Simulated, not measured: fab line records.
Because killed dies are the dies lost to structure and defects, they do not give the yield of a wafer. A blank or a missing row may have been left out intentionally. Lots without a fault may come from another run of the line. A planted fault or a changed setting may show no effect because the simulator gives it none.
A struck lot beside a sound one    flow sky130    17 steps out of a route of 708
Sound: the wafers L154.1, L154.4, L154.5. Struck: wafers L174.2, L174.3 (left out: L174.6, a lot-mate that was not struck); the cause follows at the end.
Per side, at each step with rows, come the tool, then ch with its chambers, and then its first start. Under that, the readings that differ: sound wafers    struck wafers    difference of the means    sigmas: that difference in standard deviations of wafers without a fault.
alike: words and numbers the same on both sides, and readings whose means are apart by under 2 such deviations; not compared: readings that were withheld, readings missing a value for some wafer, numbers with overlapping values and no deviation given by the record, and bounds like >300 which may hide the same value.
Wherever a step has rows on one side only, a row that says differs or no value, or a row with sigmas, the two part there. Numbers that don't overlap but have no deviation are shown without sigmas and don't part them. Lack of a reading on every wafer of one side parts them only where that side has two or more wafers.

SKY_LDD_P_OVL_MEAS_08:
  sound on overlay-01 at day 18 22:49; struck on overlay-02 at day 26 02:14
  alike: LDD_P_OVL
then, 1 step without rows for these wafers: SKY_LDD_P_IMPLANT_09.
SKY_LDD_P_STRIP_10: strips in O2/N2.
  sound on plasma_asher-01 ch 0,1, day 18 23:01; struck on plasma_asher-02 ch 1, day 26 02:25
reading              sound           struck     difference  sigmas
o2_flow_sccm (sccm)  3011 2991 3003  2978 2974  -26         -3
  alike: drypump_motor_current_A, oes_product_au, strip_time_to_endpoint_s
  not compared: rf_hours_counter_h
SKY_LDD_P_TW_MEAS_11:
  sound on film_metro-03 at day 18 23:07; struck on film_metro-04 at day 26 02:31
  alike: LDD_P_TW
then, 7 steps without rows for these wafers: SKY_LDD_HVN_DEHYDRATE_00 (time 60 s); SKY_LDD_HVN_HMDS_01 (prime time 60 s); SKY_LDD_HVN_COAT_02 (resist thk 300 nm); SKY_LDD_HVN_SOFTBAKE_03 (time 60 s); SKY_LDD_HVN_EXPOSE_04 (exposes mask HVNTM, target cd 700 nm); SKY_LDD_HVN_PEB_05; SKY_LDD_HVN_DEVELOP_06 (develop time 60 s).
SKY_LDD_HVN_OVL_MEAS_07:
  sound on overlay-02 at day 20 05:05; struck on overlay-02 at day 27 06:36
  alike: LDD_HVN_OVL
SKY_LDD_HVN_IMPLANT_08:
  sound on implanter-02 ch 0, day 20 05:08; struck on implanter-04 ch 0, day 27 06:40
reading             sound             struck       difference  sigmas
beam_on_s (s)       10.27 9.72 10.32  10.73 10.65  +0.59       +3
faraday_current_uA  164 173 163       158 159      -8          -2
  alike: end_station_pressure_torr
SKY_LDD_HVN_STRIP_09: strips in O2/N2.
  sound on plasma_asher-04 ch 0,1, day 20 05:17; struck on plasma_asher-03 ch 1, day 27 06:47
  alike: drypump_motor_current_A, o2_flow_sccm, oes_product_au, strip_time_to_endpoint_s
  not compared: rf_hours_counter_h
SKY_LDD_HVN_TW_MEAS_10:
  sound on film_metro-04 at day 20 05:23; struck on film_metro-03 at day 27 06:53
reading     sound           struck     difference  sigmas
LDD_HVN_TW  1436 1441 1443  1465 1459  +22         +3
then, 1 step without rows for these wafers: SKY_LDD_HVP_DEHYDRATE_00 (time 60 s).
-- here the record skips 23 days between the struck wafers' starts before and after, leaving off in module LDD_HVP and picking up in module PAD_OPEN (first step shown: number 708 of the route) --
SKY_PAD_OPEN_PROBE_99:
  sound on prober-02 at day 45 08:12; struck on prober-02 at day 50 07:17
reading                         sound           struck     difference  sigmas
killed_at_M4_up                 2 2 3           7 6        +4          +2
killed_open                     54 51 54        42 33      -16         -2
model.etest.tip_n_5v.rs_ohm_sq  1387 1395 1380  1322 1314  -69         
  alike: killed_at_M0_to_M3, killed_at_contacts, killed_at_front_end, killed_dies, killed_short

WHERE THEY PART
Last at SKY_PAD_OPEN_PROBE_99 as far as this record goes, first at SKY_LDD_P_STRIP_10.

WHY: the cause the simulator had injected
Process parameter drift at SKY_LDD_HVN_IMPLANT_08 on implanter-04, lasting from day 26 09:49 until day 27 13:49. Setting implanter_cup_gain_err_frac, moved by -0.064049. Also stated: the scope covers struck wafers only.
